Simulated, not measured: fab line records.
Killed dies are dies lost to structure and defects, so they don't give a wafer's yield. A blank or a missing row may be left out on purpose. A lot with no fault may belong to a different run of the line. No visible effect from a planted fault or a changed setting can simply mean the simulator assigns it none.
fab line records || flow gf180mcu || part 2 of 2: steps 34 to 45 of 45
[record] {"lots": 5, "wafers": 15, "last_day": 34}
route steps=602 shown LVPWELL@56 MVSD@66 MVPSD@78 VT_IMPLANT@90
lots that met no fault: from a run of the same line without faults
start_h: hours from the record's first day to the start of the lot's first wafer shown || wait_h: time in hours since the lot's previous step || " identical to the entry in the row above || L1.1+2: a row that stands for several wafers || - value missing, or start not given || * or withheld: withheld || < > ~ a bound
route shown NAME@n: NAME is a module with steps in the file, n the number in the route of the first one || usual: mean and standard deviation over wafers with no fault || same: alike in all rows || chamber/n: place in a boat || sites: each site's reading || _std_site: their standard deviation || _edge_site: mean of outer sites minus mean of inner sites || radius_mm: for every site, how far away it sits from the centre of the wafer || mask NAME#n: copy n || behind: tool/chamber where the wafer was last shaped || hold: why the lot went on hold/how many hours it stayed there/how the hold came to an end || device: the n, p or np transistor that did not switch || end of line: the route-end tests of the same wafers || step lacking rows: just its recipe || killed: dies that structure and defects cost at the first sort, which is not the same as the wafer's yield || map: a wafer's dies, marking killed ones x, the rest . and places with no die _
set.NAME: the run value of the setting; set.NAME@STEP: its run value at that earlier step || model.NAME: the simulator's own value behind a step, which no gauge read
lots at some steps of the route; a table a step, a row a wafer
services: a tool's chamber out of use, with start hour (start_h, from the record's first day; less than 0 if before it), hours out, and reason
[[steps]]
[step GF_MVPSD_TW_MEAS_11]
[usual] {"MVPSD_TW": "558.8/2.7"}
{"lot.wafer": "L077.1", "tool": "film_metro-03", "chamber": "-", "start_h": 113.36, "wait_h": 0.1, "MVPSD_TW": 558.6}
{"lot.wafer": "L077.2", "tool": "film_metro-03", "chamber": "-", "start_h": 113.36, "wait_h": 0.1, "MVPSD_TW": 556.3}
{"lot.wafer": "L077.3", "tool": "film_metro-03", "chamber": "-", "start_h": 113.36, "wait_h": 0.1, "MVPSD_TW": 557.1}
{"lot.wafer": "L087.1", "tool": "film_metro-03", "chamber": "-", "start_h": 175.61, "wait_h": 0.1, "MVPSD_TW": 561.1}
{"lot.wafer": "L087.2", "tool": "film_metro-03", "chamber": "-", "start_h": 175.61, "wait_h": 0.1, "MVPSD_TW": 559.2}
{"lot.wafer": "L087.3", "tool": "film_metro-03", "chamber": "-", "start_h": 175.61, "wait_h": 0.1, "MVPSD_TW": 560.9}
{"lot.wafer": "L089.1", "tool": "film_metro-01", "chamber": "-", "start_h": 187.71, "wait_h": 0.1, "MVPSD_TW": 555.8}
{"lot.wafer": "L089.4", "tool": "film_metro-01", "chamber": "-", "start_h": 187.71, "wait_h": 0.1, "MVPSD_TW": 556.7}
{"lot.wafer": "L089.6", "tool": "film_metro-01", "chamber": "-", "start_h": 187.71, "wait_h": 0.1, "MVPSD_TW": 557.2}
{"lot.wafer": "L094.3", "tool": "film_metro-01", "chamber": "-", "start_h": 215.48, "wait_h": 0.1, "MVPSD_TW": 556.0}
{"lot.wafer": "L094.5", "tool": "film_metro-01", "chamber": "-", "start_h": 215.48, "wait_h": 0.1, "MVPSD_TW": 556.0}
{"lot.wafer": "L094.6", "tool": "film_metro-01", "chamber": "-", "start_h": 215.48, "wait_h": 0.1, "MVPSD_TW": 558.4}
{"lot.wafer": "L096.3", "tool": "film_metro-02", "chamber": "-", "start_h": 229.25, "wait_h": 0.1, "MVPSD_TW": 559.5}
{"lot.wafer": "L096.4", "tool": "film_metro-02", "chamber": "-", "start_h": 229.25, "wait_h": 0.1, "MVPSD_TW": 559.7}
{"lot.wafer": "L096.5", "tool": "film_metro-02", "chamber": "-", "start_h": 229.25, "wait_h": 0.1, "MVPSD_TW": 560.8}
[step GF_VT_IMPLANT_DEHYDRATE_00]
[recipe] {"temp_c": 200, "time_s": 60}
{"lot.wafer": "L077.1+2+3", "tool": "litho_track-04", "chamber": 0, "start_h": 120.23, "wait_h": 6.9}
{"lot.wafer": "L087.1+2+3", "tool": "litho_track-01", "chamber": 0, "start_h": 183.07, "wait_h": 7.5}
{"lot.wafer": "L089.1+4+6", "tool": "litho_track-01", "chamber": 0, "start_h": 195.12, "wait_h": 7.4}
{"lot.wafer": "L094.3+5+6", "tool": "litho_track-03", "chamber": 0, "start_h": 223.56, "wait_h": 8.1}
{"lot.wafer": "L096.3+4+5", "tool": "litho_track-03", "chamber": 0, "start_h": 237.66, "wait_h": 8.4}
[step GF_VT_IMPLANT_HMDS_01]
[recipe] {"prime_time_s": 60, "prime_temp_c": 120}
{"lot.wafer": "L077.1+2+3", "tool": "litho_track-04", "chamber": 0, "start_h": 120.38, "wait_h": 0.1}
{"lot.wafer": "L087.1+2+3", "tool": "litho_track-01", "chamber": 0, "start_h": 183.22, "wait_h": 0.1}
{"lot.wafer": "L089.1+4+6", "tool": "litho_track-01", "chamber": 0, "start_h": 195.27, "wait_h": 0.1}
{"lot.wafer": "L094.3+5+6", "tool": "litho_track-03", "chamber": 0, "start_h": 223.71, "wait_h": 0.1}
{"lot.wafer": "L096.3+4+5", "tool": "litho_track-03", "chamber": 0, "start_h": 237.81, "wait_h": 0.1}
[step GF_VT_IMPLANT_COAT_02]
[recipe] {"resist": "NOVOLAK", "spin_rpm": 3000, "resist_thk_nm": 1000}
[usual] {"dispense_pressure_kPa": "49/6.9"}
{"lot.wafer": "L077.1", "tool": "litho_track-04", "chamber": 0, "start_h": 120.53, "wait_h": 0.1, "dispense_pressure_kPa": 53}
{"lot.wafer": "L077.2", "tool": "litho_track-04", "chamber": 0, "start_h": 120.53, "wait_h": 0.1, "dispense_pressure_kPa": 53}
{"lot.wafer": "L077.3", "tool": "litho_track-04", "chamber": 0, "start_h": 120.53, "wait_h": 0.1, "dispense_pressure_kPa": 53}
{"lot.wafer": "L087.1", "tool": "litho_track-01", "chamber": 0, "start_h": 183.37, "wait_h": 0.1, "dispense_pressure_kPa": 42}
{"lot.wafer": "L087.2", "tool": "litho_track-01", "chamber": 0, "start_h": 183.37, "wait_h": 0.1, "dispense_pressure_kPa": 42}
{"lot.wafer": "L087.3", "tool": "litho_track-01", "chamber": 0, "start_h": 183.37, "wait_h": 0.1, "dispense_pressure_kPa": 42}
{"lot.wafer": "L089.1", "tool": "litho_track-01", "chamber": 0, "start_h": 195.42, "wait_h": 0.1, "dispense_pressure_kPa": 42}
{"lot.wafer": "L089.4", "tool": "litho_track-01", "chamber": 0, "start_h": 195.42, "wait_h": 0.1, "dispense_pressure_kPa": 42}
{"lot.wafer": "L089.6", "tool": "litho_track-01", "chamber": 0, "start_h": 195.42, "wait_h": 0.1, "dispense_pressure_kPa": 42}
{"lot.wafer": "L094.3", "tool": "litho_track-03", "chamber": 0, "start_h": 223.86, "wait_h": 0.1, "dispense_pressure_kPa": 58}
{"lot.wafer": "L094.5", "tool": "litho_track-03", "chamber": 0, "start_h": 223.86, "wait_h": 0.1, "dispense_pressure_kPa": 58}
{"lot.wafer": "L094.6", "tool": "litho_track-03", "chamber": 0, "start_h": 223.86, "wait_h": 0.1, "dispense_pressure_kPa": 58}
{"lot.wafer": "L096.3", "tool": "litho_track-03", "chamber": 0, "start_h": 237.96, "wait_h": 0.1, "dispense_pressure_kPa": 58}
{"lot.wafer": "L096.4", "tool": "litho_track-03", "chamber": 0, "start_h": 237.96, "wait_h": 0.1, "dispense_pressure_kPa": 58}
{"lot.wafer": "L096.5", "tool": "litho_track-03", "chamber": 0, "start_h": 237.96, "wait_h": 0.1, "dispense_pressure_kPa": 58}
[step GF_VT_IMPLANT_SOFTBAKE_03]
[recipe] {"temp_c": 90, "time_s": 60, "resist": "NOVOLAK"}
{"lot.wafer": "L077.1+2+3", "tool": "litho_track-04", "chamber": 0, "start_h": 120.68, "wait_h": 0.1}
{"lot.wafer": "L087.1+2+3", "tool": "litho_track-01", "chamber": 0, "start_h": 183.52, "wait_h": 0.1}
{"lot.wafer": "L089.1+4+6", "tool": "litho_track-01", "chamber": 0, "start_h": 195.57, "wait_h": 0.1}
{"lot.wafer": "L094.3+5+6", "tool": "litho_track-03", "chamber": 0, "start_h": 224.01, "wait_h": 0.1}
{"lot.wafer": "L096.3+4+5", "tool": "litho_track-03", "chamber": 0, "start_h": 238.11, "wait_h": 0.1}
[step GF_VT_IMPLANT_EXPOSE_04]
[recipe] {"mask_id": "LVPWELL_LV_AREA", "target_cd_nm": 600, "na": 0.6, "source_shape": "conventional", "sigma_outer": 0.6, "dose_mj": 140}
{"lot.wafer": "L077.1+2+3", "tool": "iline_stepper-01", "chamber": 0, "start_h": "-", "wait_h": "-", "mask": "LVPWELL_LV_AREA#0"}
{"lot.wafer": "L087.1+2+3", "tool": "iline_stepper-01", "chamber": 0, "start_h": "-", "wait_h": "-", "mask": "LVPWELL_LV_AREA#0"}
{"lot.wafer": "L089.1+4+6", "tool": "iline_stepper-01", "chamber": 0, "start_h": "-", "wait_h": "-", "mask": "LVPWELL_LV_AREA#0"}
{"lot.wafer": "L094.3+5+6", "tool": "iline_stepper-01", "chamber": 0, "start_h": "-", "wait_h": "-", "mask": "LVPWELL_LV_AREA#0"}
{"lot.wafer": "L096.3+4+5", "tool": "iline_stepper-01", "chamber": 0, "start_h": "-", "wait_h": "-", "mask": "LVPWELL_LV_AREA#0"}
[step GF_VT_IMPLANT_PEB_05]
[recipe] {"temp_c": "withheld", "time_s": "*", "resist": "NOVOLAK"}
{"lot.wafer": "L077.1+2+3", "tool": "litho_track-03", "chamber": 0, "start_h": "-", "wait_h": "-"}
{"lot.wafer": "L087.1+2+3", "tool": "litho_track-01", "chamber": 0, "start_h": "-", "wait_h": "-"}
{"lot.wafer": "L089.1+4+6", "tool": "litho_track-01", "chamber": 0, "start_h": "-", "wait_h": "-"}
{"lot.wafer": "L094.3+5+6", "tool": "litho_track-03", "chamber": 0, "start_h": "-", "wait_h": "-"}
{"lot.wafer": "L096.3+4+5", "tool": "litho_track-03", "chamber": 0, "start_h": "-", "wait_h": "-"}
[step GF_VT_IMPLANT_DEVELOP_06]
[recipe] {"develop_time_s": 60, "dev_temp_c": 23}
{"lot.wafer": "L077.1+2+3", "tool": "litho_track-03", "chamber": 0, "start_h": 127.71, "wait_h": 0.1}
{"lot.wafer": "L087.1+2+3", "tool": "litho_track-01", "chamber": 0, "start_h": 192.12, "wait_h": 0.1}
{"lot.wafer": "L089.1+4+6", "tool": "litho_track-01", "chamber": 0, "start_h": 204.37, "wait_h": 0.1}
{"lot.wafer": "L094.3+5+6", "tool": "litho_track-03", "chamber": 0, "start_h": 232.96, "wait_h": 0.1}
{"lot.wafer": "L096.3+4+5", "tool": "litho_track-03", "chamber": 0, "start_h": 247.56, "wait_h": 0.1}
[step GF_VT_IMPLANT_OVL_MEAS_07]
[usual] {"VT_IMPLANT_OVL": "-0.3/1.4"}
{"lot.wafer": "L077.1", "tool": "overlay-01", "chamber": "-", "start_h": 127.86, "wait_h": 0.1, "VT_IMPLANT_OVL[nm]": 3.7}
{"lot.wafer": "L077.2", "tool": "overlay-01", "chamber": "-", "start_h": 127.86, "wait_h": 0.1, "VT_IMPLANT_OVL[nm]": 0.5}
{"lot.wafer": "L077.3", "tool": "overlay-01", "chamber": "-", "start_h": 127.86, "wait_h": 0.1, "VT_IMPLANT_OVL[nm]": -0.3}
{"lot.wafer": "L087.1", "tool": "overlay-01", "chamber": "-", "start_h": 192.27, "wait_h": 0.1, "VT_IMPLANT_OVL[nm]": -0.6}
{"lot.wafer": "L087.2", "tool": "overlay-01", "chamber": "-", "start_h": 192.27, "wait_h": 0.1, "VT_IMPLANT_OVL[nm]": -0.8}
{"lot.wafer": "L087.3", "tool": "overlay-01", "chamber": "-", "start_h": 192.27, "wait_h": 0.1, "VT_IMPLANT_OVL[nm]": 0.5}
{"lot.wafer": "L089.1", "tool": "overlay-01", "chamber": "-", "start_h": 204.52, "wait_h": 0.1, "VT_IMPLANT_OVL[nm]": 0.5}
{"lot.wafer": "L089.4", "tool": "overlay-01", "chamber": "-", "start_h": 204.52, "wait_h": 0.1, "VT_IMPLANT_OVL[nm]": -3.4}
{"lot.wafer": "L089.6", "tool": "overlay-01", "chamber": "-", "start_h": 204.52, "wait_h": 0.1, "VT_IMPLANT_OVL[nm]": -0.1}
{"lot.wafer": "L094.3", "tool": "overlay-01", "chamber": "-", "start_h": 233.07, "wait_h": 0.1, "VT_IMPLANT_OVL[nm]": 0.4}
{"lot.wafer": "L094.5", "tool": "overlay-01", "chamber": "-", "start_h": 233.07, "wait_h": 0.1, "VT_IMPLANT_OVL[nm]": 3.2}
{"lot.wafer": "L094.6", "tool": "overlay-01", "chamber": "-", "start_h": 233.07, "wait_h": 0.1, "VT_IMPLANT_OVL[nm]": 0.2}
{"lot.wafer": "L096.3", "tool": "overlay-02", "chamber": "-", "start_h": 247.67, "wait_h": 0.1, "VT_IMPLANT_OVL[nm]": -1.2}
{"lot.wafer": "L096.4", "tool": "overlay-02", "chamber": "-", "start_h": 247.67, "wait_h": 0.1, "VT_IMPLANT_OVL[nm]": 0.5}
{"lot.wafer": "L096.5", "tool": "overlay-02", "chamber": "-", "start_h": 247.67, "wait_h": 0.1, "VT_IMPLANT_OVL[nm]": -2.0}
[step GF_VT_IMPLANT_IMPLANT_08]
[recipe] {"species": "BF2", "energy_kev": 20.16, "dose_cm2": 8.29e+12, "tilt_deg": 7}
[usual] {"beam_on_s": "10.00/0.18"}
{"lot.wafer": "L077.1", "tool": "implanter-03", "chamber": 0, "start_h": 127.90, "wait_h": 0.0, "beam_on_s": 10.14}
{"lot.wafer": "L077.2", "tool": "implanter-03", "chamber": 0, "start_h": 127.90, "wait_h": 0.0, "beam_on_s": 10.15}
{"lot.wafer": "L077.3", "tool": "implanter-03", "chamber": 0, "start_h": 127.90, "wait_h": 0.0, "beam_on_s": 9.99}
{"lot.wafer": "L087.1", "tool": "implanter-03", "chamber": 0, "start_h": 192.31, "wait_h": 0.0, "beam_on_s": 9.87}
{"lot.wafer": "L087.2", "tool": "implanter-03", "chamber": 0, "start_h": 192.31, "wait_h": 0.0, "beam_on_s": 10.06}
{"lot.wafer": "L087.3", "tool": "implanter-03", "chamber": 0, "start_h": 192.31, "wait_h": 0.0, "beam_on_s": 10.21}
{"lot.wafer": "L089.1", "tool": "implanter-03", "chamber": 0, "start_h": 204.56, "wait_h": 0.0, "beam_on_s": 9.82}
{"lot.wafer": "L089.4", "tool": "implanter-03", "chamber": 0, "start_h": 204.56, "wait_h": 0.0, "beam_on_s": 10.01}
{"lot.wafer": "L089.6", "tool": "implanter-03", "chamber": 0, "start_h": 204.56, "wait_h": 0.0, "beam_on_s": 9.84}
{"lot.wafer": "L094.3", "tool": "implanter-04", "chamber": 0, "start_h": 233.14, "wait_h": 0.1, "beam_on_s": 9.98}
{"lot.wafer": "L094.5", "tool": "implanter-04", "chamber": 0, "start_h": 233.14, "wait_h": 0.1, "beam_on_s": 10.03}
{"lot.wafer": "L094.6", "tool": "implanter-04", "chamber": 0, "start_h": 233.14, "wait_h": 0.1, "beam_on_s": 9.93}
{"lot.wafer": "L096.3", "tool": "implanter-03", "chamber": 0, "start_h": 247.74, "wait_h": 0.1, "beam_on_s": 10.23}
{"lot.wafer": "L096.4", "tool": "implanter-03", "chamber": 0, "start_h": 247.74, "wait_h": 0.1, "beam_on_s": 10.04}
{"lot.wafer": "L096.5", "tool": "implanter-03", "chamber": 0, "start_h": 247.74, "wait_h": 0.1, "beam_on_s": 10.02}
[step GF_VT_IMPLANT_STRIP_09]
[recipe] {"chemistry": "O2/N2", "power_w": 1400, "pressure_mtorr": 1500, "platen_temp_c": 250, "o2_flow_sccm": 3000, "n2_flow_sccm": 300, "overash_fraction": 0.5}
[usual] {"drypump_motor_current_A": "5.6/0.42", "heater_power_w": "306/14", "oes_product_au": "0.716/0.0043", "strip_time_to_endpoint_s": "12.66/0.038"}
{"lot.wafer": "L077.1", "tool": "plasma_asher-03", "chamber": 1, "start_h": 128.05, "wait_h": 0.1, "drypump_motor_current_A": 5.5, "heater_power_w": 318, "oes_product_au": 0.724, "rf_hours_counter_h": 49, "strip_time_to_endpoint_s": 12.69}
{"lot.wafer": "L077.2", "tool": "plasma_asher-03", "chamber": 0, "start_h": 128.05, "wait_h": 0.1, "drypump_motor_current_A": 5.9, "heater_power_w": 301, "oes_product_au": 0.721, "rf_hours_counter_h": 49, "strip_time_to_endpoint_s": 12.65}
{"lot.wafer": "L077.3", "tool": "plasma_asher-03", "chamber": 0, "start_h": 128.05, "wait_h": 0.1, "drypump_motor_current_A": 5.9, "heater_power_w": 302, "oes_product_au": 0.716, "rf_hours_counter_h": "-", "strip_time_to_endpoint_s": 12.67}
{"lot.wafer": "L087.1", "tool": "plasma_asher-01", "chamber": 0, "start_h": 192.46, "wait_h": 0.1, "drypump_motor_current_A": 6.1, "heater_power_w": 304, "oes_product_au": 0.719, "rf_hours_counter_h": 55, "strip_time_to_endpoint_s": 12.76}
{"lot.wafer": "L087.2", "tool": "plasma_asher-01", "chamber": 1, "start_h": 192.46, "wait_h": 0.1, "drypump_motor_current_A": 6.2, "heater_power_w": 281, "oes_product_au": 0.714, "rf_hours_counter_h": 55, "strip_time_to_endpoint_s": 12.74}
{"lot.wafer": "L087.3", "tool": "plasma_asher-01", "chamber": 1, "start_h": 192.46, "wait_h": 0.1, "drypump_motor_current_A": 6.2, "heater_power_w": 276, "oes_product_au": 0.717, "rf_hours_counter_h": "-", "strip_time_to_endpoint_s": 12.74}
{"lot.wafer": "L089.1", "tool": "plasma_asher-03", "chamber": 1, "start_h": 204.71, "wait_h": 0.1, "drypump_motor_current_A": 5.5, "heater_power_w": 319, "oes_product_au": 0.717, "rf_hours_counter_h": 57, "strip_time_to_endpoint_s": 12.66}
{"lot.wafer": "L089.4", "tool": "plasma_asher-03", "chamber": 1, "start_h": 204.71, "wait_h": 0.1, "drypump_motor_current_A": 5.5, "heater_power_w": 314, "oes_product_au": 0.720, "rf_hours_counter_h": "-", "strip_time_to_endpoint_s": 12.71}
{"lot.wafer": "L089.6", "tool": "plasma_asher-03", "chamber": 0, "start_h": 204.71, "wait_h": 0.1, "drypump_motor_current_A": 5.9, "heater_power_w": 296, "oes_product_au": 0.718, "rf_hours_counter_h": "-", "strip_time_to_endpoint_s": 12.66}
{"lot.wafer": "L094.3", "tool": "plasma_asher-04", "chamber": 0, "start_h": 233.28, "wait_h": 0.1, "drypump_motor_current_A": 4.9, "heater_power_w": 319, "oes_product_au": 0.715, "rf_hours_counter_h": "-", "strip_time_to_endpoint_s": 12.59}
{"lot.wafer": "L094.5", "tool": "plasma_asher-04", "chamber": 0, "start_h": 233.28, "wait_h": 0.1, "drypump_motor_current_A": 4.9, "heater_power_w": 322, "oes_product_au": 0.720, "rf_hours_counter_h": "-", "strip_time_to_endpoint_s": 12.64}
{"lot.wafer": "L094.6", "tool": "plasma_asher-04", "chamber": 1, "start_h": 233.28, "wait_h": 0.1, "drypump_motor_current_A": 5.8, "heater_power_w": 297, "oes_product_au": 0.718, "rf_hours_counter_h": "-", "strip_time_to_endpoint_s": 12.57}
{"lot.wafer": "L096.3", "tool": "plasma_asher-03", "chamber": 1, "start_h": 247.88, "wait_h": 0.1, "drypump_motor_current_A": 5.5, "heater_power_w": 319, "oes_product_au": 0.718, "rf_hours_counter_h": "-", "strip_time_to_endpoint_s": 12.65}
{"lot.wafer": "L096.4", "tool": "plasma_asher-03", "chamber": 0, "start_h": 247.88, "wait_h": 0.1, "drypump_motor_current_A": 5.9, "heater_power_w": 304, "oes_product_au": 0.719, "rf_hours_counter_h": "-", "strip_time_to_endpoint_s": 12.65}
{"lot.wafer": "L096.5", "tool": "plasma_asher-03", "chamber": 1, "start_h": 247.88, "wait_h": 0.1, "drypump_motor_current_A": 5.5, "heater_power_w": 317, "oes_product_au": 0.715, "rf_hours_counter_h": "-", "strip_time_to_endpoint_s": 12.66}
[step GF_VT_IMPLANT_TW_MEAS_10]
[usual] {"VT_IMPLANT_TW": "565/9"}
{"lot.wafer": "L077.1", "tool": "film_metro-04", "chamber": "-", "start_h": 128.15, "wait_h": 0.1, "VT_IMPLANT_TW": 554}
{"lot.wafer": "L077.2", "tool": "film_metro-04", "chamber": "-", "start_h": 128.15, "wait_h": 0.1, "VT_IMPLANT_TW": 553}
{"lot.wafer": "L077.3", "tool": "film_metro-04", "chamber": "-", "start_h": 128.15, "wait_h": 0.1, "VT_IMPLANT_TW": 558}
{"lot.wafer": "L087.1", "tool": "film_metro-04", "chamber": "-", "start_h": 192.56, "wait_h": 0.1, "VT_IMPLANT_TW": 552}
{"lot.wafer": "L087.2", "tool": "film_metro-04", "chamber": "-", "start_h": 192.56, "wait_h": 0.1, "VT_IMPLANT_TW": 550}
{"lot.wafer": "L087.3", "tool": "film_metro-04", "chamber": "-", "start_h": 192.56, "wait_h": 0.1, "VT_IMPLANT_TW": 553}
{"lot.wafer": "L089.1", "tool": "film_metro-03", "chamber": "-", "start_h": 204.81, "wait_h": 0.1, "VT_IMPLANT_TW": 574}
{"lot.wafer": "L089.4", "tool": "film_metro-03", "chamber": "-", "start_h": 204.81, "wait_h": 0.1, "VT_IMPLANT_TW": 573}
{"lot.wafer": "L089.6", "tool": "film_metro-03", "chamber": "-", "start_h": 204.81, "wait_h": 0.1, "VT_IMPLANT_TW": 571}
{"lot.wafer": "L094.3", "tool": "film_metro-03", "chamber": "-", "start_h": 233.36, "wait_h": 0.1, "VT_IMPLANT_TW": 571}
{"lot.wafer": "L094.5", "tool": "film_metro-03", "chamber": "-", "start_h": 233.36, "wait_h": 0.1, "VT_IMPLANT_TW": 573}
{"lot.wafer": "L094.6", "tool": "film_metro-03", "chamber": "-", "start_h": 233.36, "wait_h": 0.1, "VT_IMPLANT_TW": 572}
{"lot.wafer": "L096.3", "tool": "film_metro-02", "chamber": "-", "start_h": 247.96, "wait_h": 0.1, "VT_IMPLANT_TW": 575}
{"lot.wafer": "L096.4", "tool": "film_metro-02", "chamber": "-", "start_h": 247.96, "wait_h": 0.1, "VT_IMPLANT_TW": 573}
{"lot.wafer": "L096.5", "tool": "film_metro-02", "chamber": "-", "start_h": 247.96, "wait_h": 0.1, "VT_IMPLANT_TW": 572}
[[services]]
{"tool": "iline_stepper-02", "chamber": "-", "start_h": 65.52, "hours": 8.0, "kind": "repair"}
{"tool": "implanter-02", "chamber": "-", "start_h": 66.17, "hours": 1.8, "kind": "repair"}
{"tool": "implanter-04", "chamber": "-", "start_h": 72.73, "hours": 1.3, "kind": "repair"}
{"tool": "implanter-02", "chamber": "-", "start_h": 77.37, "hours": 3.4, "kind": "pm"}
{"tool": "implanter-01", "chamber": "-", "start_h": 82.93, "hours": 4.2, "kind": "pm"}
{"tool": "iline_stepper-01", "chamber": "-", "start_h": 84.21, "hours": 1.7, "kind": "pm"}
{"tool": "iline_stepper-02", "chamber": "-", "start_h": 98.08, "hours": 1.7, "kind": "pm"}
{"tool": "iline_stepper-02", "chamber": "-", "start_h": 100.99, "hours": 2.9, "kind": "repair"}
{"tool": "plasma_asher-02", "chamber": "-", "start_h": 108.75, "hours": 9.0, "kind": "pm"}
{"tool": "plasma_asher-02", "chamber": 0, "start_h": 108.75, "hours": 9.0, "kind": "vent_cycle"}
{"tool": "implanter-01", "chamber": "-", "start_h": 121.44, "hours": 5.0, "kind": "pm"}
{"tool": "implanter-03", "chamber": "-", "start_h": 128.54, "hours": 6.8, "kind": "pm"}
{"tool": "implanter-01", "chamber": "-", "start_h": 150.26, "hours": 2.9, "kind": "repair"}
{"tool": "implanter-04", "chamber": "-", "start_h": 162.76, "hours": 25.3, "kind": "pm"}
{"tool": "iline_stepper-01", "chamber": 0, "start_h": 196.25, "hours": "-", "kind": "calibration"}
{"tool": "iline_stepper-02", "chamber": "-", "start_h": 208.28, "hours": 5.4, "kind": "repair"}
{"tool": "implanter-04", "chamber": "-", "start_h": 208.79, "hours": 3.3, "kind": "repair"}
{"tool": "implanter-01", "chamber": "-", "start_h": 216.04, "hours": 3.6, "kind": "repair"}
{"tool": "litho_track-03", "chamber": "-", "start_h": 218.99, "hours": "-", "kind": "consumable_replace:filter"}
{"tool": "implanter-01", "chamber": "-", "start_h": 221.51, "hours": 3.7, "kind": "pm"}
{"tool": "implanter-02", "chamber": "-", "start_h": 230.71, "hours": 2.2, "kind": "repair"}
{"tool": "iline_stepper-02", "chamber": "-", "start_h": 234.94, "hours": 2.3, "kind": "repair"}
{"tool": "iline_stepper-01", "chamber": "-", "start_h": 245.13, "hours": 4.4, "kind": "pm"}
{"tool": "plasma_asher-02", "chamber": "-", "start_h": 247.42, "hours": 14.6, "kind": "pm"}
